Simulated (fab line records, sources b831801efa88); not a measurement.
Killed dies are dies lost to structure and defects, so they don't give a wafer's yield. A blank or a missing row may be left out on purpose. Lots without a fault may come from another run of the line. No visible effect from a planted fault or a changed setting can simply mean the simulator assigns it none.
fab line records | flow sky130
record: lots: 12 | wafers: 36 | lastDay: 49
route steps=708 shown METAL5@664 PASSIVATION@692 PAD_OPEN@708
lots untouched by any fault: they come from a run of this same line in which no faults occurred
startH: hours from the record's first day to the start of the lot's first wafer shown | waitH: hours since the lot's step before | " same as the row above | L1.1+2: one row covering several wafers at once | - either no value or no given start | * or withheld: withheld | < > ~ a bound
route shown NAME@n: NAME is a module with steps in the file, n the number in the route of the first one | usual: mean/standard deviation of fault-free wafers | same: alike in all rows | chamber/n: place in a boat | sites: each site's reading | _std_site: standard deviation across them | _edge_site: mean of outer sites minus mean of inner sites | radiusMm: for every site, how far away it sits from the centre of the wafer | mask NAME#n: copy n | behind: the tool/chamber that last shaped the wafer | hold: why the lot was held/for how many hours/how that ended | device: transistor that didn't switch, given as n, p or np | end of line: at the end of the route, the tests of the same wafers | for a step that has no rows: nothing shown but its recipe | killed: dies that structure and defects cost at the first sort, which is not the same as the wafer's yield | map: the dies of a wafer, with x for killed, . for not killed, _ for no die there
set.NAME: the setting the step ran with; set.NAME@STEP: the setting that earlier step ran with | model.NAME: the simulator's own value behind a step, which no gauge read
steps of the route over a sample of lots; a table a step, a row a wafer
services: from which hour (startH, from the record's first day; less than 0 if before it) a tool's chamber was out of use, for how many hours, and why
== steps ==
step: SKY_METAL5_SPUTTER_03
recipe: material: Ti | targetThkNm: 5 | powerW: 3000 | timeS: 3.3 | chamberPressurePa: 0.4
usual: throttleValvePct: 29.5/0.86
same: timeS: 3.3
lot.wafer | tool          | chamber | startH  | waitH | throttleValvePct
L624.1    | pvdSputter-03 | -       | 1017.04 | 0.0   | 29.2
L624.3    | "             | -       | "       | "     | 27.9
L624.6    | "             | -       | "       | "     | 27.8
L625.2    | pvdSputter-02 | -       | 1017.97 | 0.0   | 28.4
L625.5    | "             | -       | "       | "     | 28.4
L625.6    | "             | -       | "       | "     | 29.7
L626.2    | pvdSputter-02 | -       | 1018.76 | 0.0   | 29.6
L626.4    | "             | -       | "       | "     | 28.5
L626.5    | "             | -       | "       | "     | 29.3
L627.1    | pvdSputter-03 | -       | 1020.02 | 0.0   | 30.7
L627.4    | "             | -       | "       | "     | 29.0
L627.5    | "             | -       | "       | "     | 29.5
L628.3    | pvdSputter-03 | -       | 1028.98 | 0.0   | 30.9
L628.5    | "             | -       | "       | "     | 29.5
L628.6    | "             | -       | "       | "     | 30.8
L629.4    | pvdSputter-02 | -       | 1036.44 | 0.0   | 29.0
L629.5    | "             | -       | "       | "     | 29.5
L629.6    | "             | -       | "       | "     | 28.6
L631.1    | pvdSputter-03 | -       | 1050.69 | 0.0   | 30.6
L631.2    | "             | -       | "       | "     | 28.1
L631.3    | "             | -       | "       | "     | 29.5
L635.4    | pvdSputter-03 | -       | 1074.83 | 0.0   | 30.4
L635.5    | "             | -       | "       | "     | 29.5
L635.6    | "             | -       | "       | "     | 27.9
L637.2    | pvdSputter-02 | -       | 1091.19 | 0.0   | 28.7
L637.4    | "             | -       | "       | "     | 29.9
L637.6    | "             | -       | "       | "     | 29.4
L640.2    | pvdSputter-02 | -       | 1105.92 | 0.0   | 28.7
L640.3    | "             | -       | "       | "     | 29.4
L640.4    | "             | -       | "       | "     | 29.9
L641.2    | pvdSputter-04 | -       | 1109.28 | 0.0   | 28.7
L641.4    | "             | -       | "       | "     | 28.4
L641.6    | "             | -       | "       | "     | 29.9
L644.3    | pvdSputter-03 | -       | 1132.47 | 0.0   | 30.8
L644.4    | "             | -       | "       | "     | 28.0
L644.6    | "             | -       | "       | "     | 30.5
step: SKY_METAL5_STRIP_17
recipe: chemistry: postEtchResidueRemover | timeS: 1200 | tempC: 72.5
same: timeS: 1200
lot.wafer  | tool        | chamber | startH  | waitH
L624.1+3+6 | wetBench-03 | 1       | 1039.46 | 0.1
L625.2+5+6 | wetBench-02 | 3       | 1040.61 | 0.1
L626.2+4+5 | wetBench-03 | 3       | 1041.30 | 0.1
L627.1+4+5 | wetBench-03 | 2       | 1043.01 | 0.1
L628.3+5+6 | wetBench-02 | 0       | 1051.41 | 0.0
L629.4+5+6 | wetBench-03 | 1       | 1058.76 | 0.0
L631.1+2+3 | wetBench-04 | 2       | 1072.57 | 0.1
L635.4+5+6 | wetBench-03 | 0       | 1096.36 | 0.0
L637.2+4+6 | wetBench-03 | 1       | 1111.71 | 0.1
L640.2+3+4 | wetBench-03 | 1       | 1126.17 | 0.1
L641.2+4+6 | wetBench-03 | 3       | 1128.66 | 0.1
L644.3+4+6 | wetBench-02 | 3       | 1151.46 | 0.0
step: SKY_PASSIVATION_ETCH_11
recipe: chemistry: CF4/O2 | targetDepthNm: 725 | stopOn: AlCu | sourceW: 800 | biasW: 150 | pressureMtorr: 150 | cf4FlowSccm: 80 | O2_flow_sccm: 10 | timeS: 161.1
usual: drypumpMotorCurrentA: 5.7/0.58 | oesProductAu: 0.979/0.0067 | throttleValvePct: 5.965/0.0094
same: timeS: 161.1
lot.wafer | tool       | chamber | startH  | waitH | drypumpMotorCurrentA | oesProductAu | rfHoursCounterH | throttleValvePct
L624.1    | rieDiel-04 | 2       | 1060.98 | -     | 6.5                  | 0.977        | 17              | 5.949
L624.3    | "          | 1       | "       | "     | 6.2                  | 0.980        | 15              | 5.956
L624.6    | "          | 1       | "       | "     | 6.2                  | 0.994        | -               | 5.966
L625.2    | rieDiel-01 | 0       | 1062.39 | -     | 5.9                  | 0.968        | 11              | 5.961
L625.5    | "          | 0       | "       | "     | 5.9                  | 0.987        | -               | 5.960
L625.6    | "          | 3       | "       | "     | 5.1                  | 0.977        | -               | 5.973
L626.2    | rieDiel-02 | 1       | 1063.09 | -     | 6.5                  | 0.983        | 18              | 5.966
L626.4    | "          | 2       | "       | "     | 5.4                  | 0.983        | 9               | 5.965
L626.5    | "          | 0       | "       | "     | 4.8                  | 0.979        | -               | 5.973
L627.1    | rieDiel-04 | 2       | 1064.39 | -     | 6.5                  | 0.979        | 17              | 5.967
L627.4    | "          | 1       | "       | "     | 6.2                  | 0.977        | 15              | 5.966
L627.5    | "          | 3       | "       | "     | 6.0                  | 0.975        | -               | 5.977
L628.3    | rieDiel-01 | 3       | 1074.29 | -     | 5.1                  | 0.983        | 14              | 5.965
L628.5    | "          | 2       | "       | "     | 5.4                  | 0.987        | -               | 5.960
L628.6    | "          | 3       | "       | "     | 5.1                  | 0.985        | -               | 5.954
L629.4    | rieDiel-04 | 2       | 1080.48 | -     | 6.4                  | 0.985        | 18              | 5.963
L629.5    | "          | 3       | "       | "     | 5.9                  | 0.979        | -               | 5.976
L629.6    | "          | 2       | "       | "     | 6.4                  | 0.990        | -               | 5.975
L631.1    | rieDiel-04 | 3       | 1093.93 | -     | 5.9                  | 0.988        | 23              | 5.944
L631.2    | "          | 2       | "       | "     | 6.4                  | 0.982        | 19              | 5.964
L631.3    | "          | 1       | "       | "     | 6.2                  | 0.978        | 16              | 5.956
L635.4    | rieDiel-04 | 1       | 1117.18 | -     | 6.2                  | 0.981        | 17              | 5.963
L635.5    | "          | 3       | "       | "     | 5.9                  | 0.981        | -               | 5.953
L635.6    | "          | 2       | "       | "     | 6.5                  | 0.979        | -               | 5.955
L637.2    | rieDiel-01 | 0       | 1131.33 | -     | 5.9                  | 0.967        | 14              | 5.965
L637.4    | "          | 3       | "       | "     | 5.1                  | 0.983        | 16              | 5.969
L637.6    | "          | 3       | "       | "     | 5.1                  | 0.977        | -               | 5.975
L640.2    | rieDiel-01 | 2       | 1145.38 | -     | 5.4                  | 0.971        | 13              | 5.958
L640.3    | "          | 1       | "       | "     | 5.7                  | 0.981        | 25              | 5.952
L640.4    | "          | 3       | "       | "     | 5.1                  | 0.982        | 17              | 5.977
L641.2    | rieDiel-04 | 2       | 1147.88 | -     | 6.5                  | 0.974        | 20              | 5.951
L641.4    | "          | 0       | "       | "     | 5.7                  | 0.983        | 15              | 5.968
L641.6    | "          | 1       | "       | "     | 6.2                  | 0.983        | -               | 5.976
L644.3    | rieDiel-01 | 0       | 1169.04 | -     | 5.9                  | 0.971        | 16              | 5.952
L644.4    | "          | 1       | "       | "     | 5.5                  | 0.982        | 26              | 5.966
L644.6    | "          | 3       | "       | "     | 5.1                  | 0.979        | -               | 5.958
step: SKY_PASSIVATION_STRIP_12
recipe: chemistry: O2/N2 | powerW: 1400 | pressureMtorr: 1500 | platenTempC: withheld | overashFraction: 0.7 | o2FlowSccm: 3000 | n2FlowSccm: 300
usual: drypumpMotorCurrentA: 5.6/0.53 | oesProductAu: 0.661/0.005 | stripTimeToEndpointS: 31.47/0.13
lot.wafer | tool           | chamber | startH  | waitH | drypumpMotorCurrentA | oesProductAu | rfHoursCounterH | stripTimeToEndpointS
L624.1    | plasmaAsher-01 | 1       | 1061.09 | 0.1   | 5.7                  | 0.654        | 64              | 31.68
L624.3    | "              | 1       | "       | "     | 5.7                  | 0.653        | -               | 31.50
L624.6    | "              | 0       | "       | "     | 6.3                  | 0.673        | -               | 31.48
L625.2    | plasmaAsher-02 | 0       | 1062.49 | 0.1   | 5.0                  | 0.661        | 94              | 31.53
L625.5    | "              | 0       | "       | "     | 5.0                  | 0.663        | -               | 31.60
L625.6    | "              | 1       | "       | "     | 6.1                  | 0.659        | -               | 31.56
L626.2    | plasmaAsher-01 | 0       | 1063.19 | 0.1   | 6.4                  | 0.655        | 65              | 31.41
L626.4    | "              | 0       | "       | "     | 6.4                  | 0.662        | -               | 31.56
L626.5    | "              | 0       | "       | "     | 6.3                  | 0.661        | -               | 31.43
L627.1    | plasmaAsher-01 | 0       | 1064.49 | 0.1   | 6.3                  | 0.662        | 65              | 31.43
L627.4    | "              | 0       | "       | "     | 6.3                  | 0.666        | -               | 31.42
L627.5    | "              | 1       | "       | "     | 5.7                  | 0.663        | -               | 31.52
L628.3    | plasmaAsher-01 | 1       | 1074.43 | 0.1   | 5.7                  | 0.668        | -               | 31.21
L628.5    | "              | 1       | "       | "     | 5.6                  | 0.654        | -               | 31.14
L628.6    | "              | 0       | "       | "     | 6.4                  | 0.665        | -               | 31.27
L629.4    | plasmaAsher-04 | 0       | 1080.62 | 0.1   | 5.0                  | 0.669        | -               | 31.51
L629.5    | "              | 1       | "       | "     | 5.2                  | 0.661        | -               | 31.54
L629.6    | "              | 0       | "       | "     | 5.0                  | 0.659        | -               | 31.51
L631.1    | plasmaAsher-01 | 1       | 1094.04 | 0.1   | 5.7                  | 0.662        | 68              | 31.66
L631.2    | "              | 0       | "       | "     | 6.3                  | 0.657        | 68              | 31.63
L631.3    | "              | 1       | "       | "     | 5.7                  | 0.667        | -               | 31.68
L635.4    | plasmaAsher-02 | 0       | 1117.32 | 0.1   | 5.0                  | 0.657        | -               | 31.30
L635.5    | "              | 1       | "       | "     | 6.1                  | 0.666        | -               | 31.50
L635.6    | "              | 0       | "       | "     | 5.0                  | 0.659        | -               | 31.36
L637.2    | plasmaAsher-01 | 1       | 1131.44 | 0.1   | 5.7                  | 0.650        | 71              | 31.44
L637.4    | "              | 0       | "       | "     | 6.3                  | 0.663        | -               | 31.58
L637.6    | "              | 1       | "       | "     | 5.6                  | 0.665        | -               | 31.46
L640.2    | plasmaAsher-02 | 1       | 1145.49 | 0.1   | 6.1                  | 0.654        | 102             | 31.34
L640.3    | "              | 1       | "       | "     | 6.1                  | 0.662        | -               | 31.50
L640.4    | "              | 0       | "       | "     | 5.0                  | 0.651        | -               | 31.57
L641.2    | plasmaAsher-02 | 1       | 1147.99 | 0.1   | 6.1                  | 0.665        | 102             | 31.45
L641.4    | "              | 1       | "       | "     | 6.1                  | 0.654        | -               | 31.45
L641.6    | "              | 0       | "       | "     | 5.0                  | 0.652        | -               | 31.44
L644.3    | plasmaAsher-01 | 1       | 1169.18 | 0.1   | 5.6                  | 0.659        | -               | 31.46
L644.4    | "              | 0       | "       | "     | 6.3                  | 0.654        | -               | 31.43
L644.6    | "              | 0       | "       | "     | 6.3                  | 0.658        | -               | 31.36
step: SKY_PAD_OPEN_PROBE_99
usual: defectLimitedYield: 82.5/1.8 | killed_at_M0_to_M3: 45/6.8 | killed_at_M4_up: 3.1/2 | killedAtContacts: 23/5.2 | killedAtFrontEnd: 14/3.7 | killedAtOther: 0.3/0.61 | killedDies: 86/9 | killedOpen: 46/6.9 | killedShort: 39/6.4 | sort_bin_3_pad_short: 0.9/0.44 | sort_bin_5_function: 10.5/1.4 | sort_bin_6_memory: 6.1/1.1 | sort_bin_8_speed: 0.01/0.052 | sortNPass: 406/9 | sortYieldPct: 82.5/1.8
same: grossDies: 492 | killedAtBackSide: 0 | sort_bin_4_leakage[%]: 0
lot.wafer | tool      | chamber | startH  | waitH | defectLimitedYield[%] | killed_at_M0_to_M3 | killed_at_M4_up | killedAtContacts | killedAtFrontEnd | killedAtOther | killedDies | killedOpen | killedShort | sort_bin_3_pad_short[%] | sort_bin_5_function[%] | sort_bin_6_memory[%] | sort_bin_8_speed[%] | sortNPass | sortYieldPct[%]
L624.1    | prober-01 | -       | 1085.43 | 0.1   | 85.2                  | 31                 | 3               | 23               | 16               | 0             | 73         | 41         | 32          | 0.2                     | 9.1                    | 5.5                  | 0                   | 419       | 85.2
L624.3    | prober-01 | -       | 1085.53 | 0.2   | 83.3                  | 43                 | 6               | 27               | 5                | 1             | 82         | 42         | 40          | 0.8                     | 11.0                   | 4.9                  | 0                   | 410       | 83.3
L624.6    | prober-01 | -       | 1085.68 | 0.2   | 83.5                  | 39                 | 1               | 30               | 10               | 1             | 81         | 43         | 38          | 0.4                     | 10.0                   | 6.1                  | 0                   | 411       | 83.5
L637.2    | prober-02 | -       | 1151.41 | 0.1   | 79.7                  | 57                 | 0               | 28               | 15               | 0             | 100        | 49         | 49          | 1.2                     | 11.6                   | 7.5                  | 0                   | 392       | 79.7
L637.4    | prober-02 | -       | 1151.51 | 0.2   | 83.1                  | 55                 | 2               | 20               | 6                | 0             | 83         | 41         | 42          | 2.0                     | 8.5                    | 6.3                  | 0                   | 409       | 83.1
L637.6    | prober-02 | -       | 1151.61 | 0.2   | 84.8                  | 39                 | 3               | 21               | 11               | 1             | 75         | 41         | 32          | 0.6                     | 9.6                    | 5.1                  | 0                   | 417       | 84.8
L640.2    | prober-01 | -       | 1165.35 | 0.1   | 73.8                  | 29                 | 49              | 33               | 18               | 0             | 129        | 45         | 37          | 2.0                     | 16.7                   | 7.5                  | 0                   | 363       | 73.8
L640.3    | prober-01 | -       | 1165.40 | 0.2   | 72.8                  | 44                 | 53              | 20               | 15               | 2             | 134        | 49         | 38          | 3.5                     | 16.9                   | 6.9                  | 0                   | 358       | 72.8
L640.4    | prober-01 | -       | 1165.45 | 0.2   | 74.0                  | 41                 | 42              | 27               | 18               | 0             | 128        | 46         | 42          | 1.2                     | 19.1                   | 5.7                  | 0                   | 364       | 74.0
L641.2    | prober-02 | -       | 1167.24 | 0.1   | 74.0                  | 46                 | 52              | 19               | 11               | 0             | 128        | 43         | 34          | 2.2                     | 16.5                   | 7.3                  | 0                   | 364       | 74.0
L641.4    | prober-02 | -       | 1167.34 | 0.2   | 73.8                  | 36                 | 56              | 21               | 16               | 0             | 129        | 47         | 28          | 2.4                     | 18.3                   | 5.5                  | 0                   | 363       | 73.8
L641.6    | prober-02 | -       | 1167.44 | 0.2   | 73.0                  | 51                 | 51              | 15               | 16               | 0             | 133        | 49         | 37          | 2.4                     | 16.9                   | 7.7                  | 0                   | 359       | 73.0
killed by level:class
L624.1 CONTACT:geometricParticle:open=8 LI_CONTACT:geometricParticle:open=6 VIA3:geometricParticle:open=6 FIELD_ISO:geometricParticle:open=5 POLY_GATE:geometricParticle:short=5 VIA1:geometricParticle:open=5 VIA2:geometricParticle:open=5 CONTACT:geometricParticle:short=4
L624.3 CONTACT:geometricParticle:open=11 VIA2:geometricParticle:open=7 VIA3:geometricParticle:open=7 VIA1:geometricParticle:open=6 METAL2:geometricParticle:short=6 LOCAL_INTERCONNECT:geometricParticle:short=5 CONTACT:geometricParticle:short=5 LI_CONTACT:geometricParticle:open=4
L624.6 LI_CONTACT:geometricParticle:open=8 VIA2:geometricParticle:open=8 CONTACT:geometricParticle:open=7 VIA1:geometricParticle:open=7 LOCAL_INTERCONNECT:geometricParticle:short=6 METAL1:geometricParticle:short=5 VIA3:geometricParticle:short=5 CONTACT:geometricParticle:short=4
L637.2 VIA1:geometricParticle:open=15 VIA1:geometricParticle:short=8 CONTACT:geometricParticle:open=7 POLY_GATE:geometricParticle:short=6 LI_CONTACT:geometricParticle:open=6 METAL2:geometricParticle:short=6 VIA2:geometricParticle:open=6 METAL1:geometricParticle:short=5
L637.4 VIA1:geometricParticle:open=10 VIA2:geometricParticle:open=9 VIA1:geometricParticle:short=7 CONTACT:geometricParticle:open=7 METAL1:geometricParticle:short=7 METAL3:geometricParticle:short=6 METAL2:geometricParticle:short=6 LI_CONTACT:geometricParticle:open=5
L637.6 CONTACT:geometricParticle:open=9 VIA1:geometricParticle:open=7 VIA3:geometricParticle:open=6 VIA2:geometricParticle:open=6 METAL2:geometricParticle:short=5 LOCAL_INTERCONNECT:geometricParticle:short=4 CONTACT:geometricParticle:short=4 VIA3:geometricParticle:short=4
L640.2 METAL5:unspecified=47 VIA1:geometricParticle:open=10 CONTACT:geometricParticle:open=9 FIELD_ISO:geometricParticle:short=8 LI_CONTACT:geometricParticle:open=8 LOCAL_INTERCONNECT:geometricParticle:short=6 CONTACT:geometricParticle:short=5 METAL2:geometricParticle:short=4
L640.3 METAL5:unspecified=47 FIELD_ISO:geometricParticle:open=8 LI_CONTACT:geometricParticle:open=8 CONTACT:geometricParticle:open=7 VIA1:geometricParticle:open=7 METAL1:geometricParticle:short=7 VIA2:geometricParticle:short=7 VIA2:geometricParticle:open=6
L640.4 METAL5:unspecified=40 CONTACT:geometricParticle:open=13 VIA1:geometricParticle:open=7 VIA3:geometricParticle:open=7 METAL2:geometricParticle:short=6 FIELD_ISO:geometricParticle:short=5 CONTACT:geometricParticle:short=5 VIA1:geometricParticle:short=5
L641.2 METAL5:unspecified=51 VIA2:geometricParticle:open=9 VIA1:geometricParticle:open=8 LOCAL_INTERCONNECT:geometricParticle:short=6 VIA3:geometricParticle:open=6 METAL2:geometricParticle:short=5 LI_CONTACT:geometricParticle:open=5 CONTACT:geometricParticle:open=4
L641.4 METAL5:unspecified=54 VIA1:geometricParticle:open=13 CONTACT:geometricParticle:open=13 FIELD_ISO:geometricParticle:short=6 VIA1:geometricParticle:short=5 VIA3:geometricParticle:open=5 VIA2:geometricParticle:open=4 FIELD_ISO:geometricParticle:open=3
L641.6 METAL5:unspecified=47 VIA2:geometricParticle:open=9 VIA3:geometricParticle:open=9 VIA1:geometricParticle:open=8 METAL3:geometricParticle:short=8 POLY_GATE:geometricParticle:open=4 CONTACT:geometricParticle:open=4 METAL1:geometricParticle:open=4
== services ==
tool           | chamber | startH  | hours | kind
rieDiel-04     | 0       | 1000.48 | 5.6   | repair
pvdSputter-02  | 2       | 1004.36 | -     | consumableReplace:kit
pvdSputter-02  | 2       | 1004.36 | 18.0  | scheduledDown
pvdSputter-02  | 2       | 1004.36 | 18.0  | ventCycle
plasmaAsher-04 | -       | 1012.03 | 1.5   | repair
pvdSputter-02  | -       | 1025.53 | 7.7   | repair
rieDiel-04     | 3       | 1030.54 | 4.0   | repair
plasmaAsher-01 | -       | 1038.17 | 1.8   | repair
pvdSputter-03  | 2       | 1044.50 | -     | consumableReplace:kit
pvdSputter-03  | 2       | 1044.50 | 18.0  | scheduledDown
pvdSputter-03  | 2       | 1044.50 | 18.0  | ventCycle
rieDiel-01     | 1       | 1054.73 | 29.8  | repair
plasmaAsher-04 | -       | 1055.30 | 9.0   | pm
rieDiel-02     | -       | 1086.36 | 0.6   | repair
pvdSputter-03  | -       | 1095.39 | 6.2   | repair
pvdSputter-03  | -       | 1099.42 | 25.4  | repair
rieDiel-04     | 3       | 1119.73 | 4.1   | repair
rieDiel-01     | -       | 1126.04 | 3.9   | repair
plasmaAsher-02 | -       | 1128.68 | 4.9   | repair
plasmaAsher-04 | -       | 1132.01 | 0.9   | repair
pvdSputter-03  | -       | 1139.79 | 9.0   | repair
pvdSputter-02  | -       | 1143.59 | 1.2   | repair
wetBench-04    | -       | 1166.09 | 2.3   | repair
rieDiel-04     | 2       | 1166.72 | 3.8   | repair
== key ==
firstSign: step: SKY_PAD_OPEN_PROBE_99 | reading: killed_at_M4_up | direction: up | sigmas: 24 | usual: 3.1 | struck: 50.5
effect: step: SKY_PAD_OPEN_PROBE_99 | reading: sort_bin_5_function | direction: up | sigmas: 5 | usual: 10.5 | struck: 17.4
metAt SKY_METAL5_STRIP_17
struckLots L640,L641
notActingAt SKY_METAL5_SPUTTER_03,SKY_PASSIVATION_ETCH_11,SKY_PASSIVATION_STRIP_12
onsetBetween 1111.71 1126.17
fault: kind: chamberParticleSource | tool: wetBench-03 | chamber: - | onsetH: 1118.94 | steps: SKY_METAL5_STRIP_17 | ratePerVisitCm2: 0.62049 | endH: 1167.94
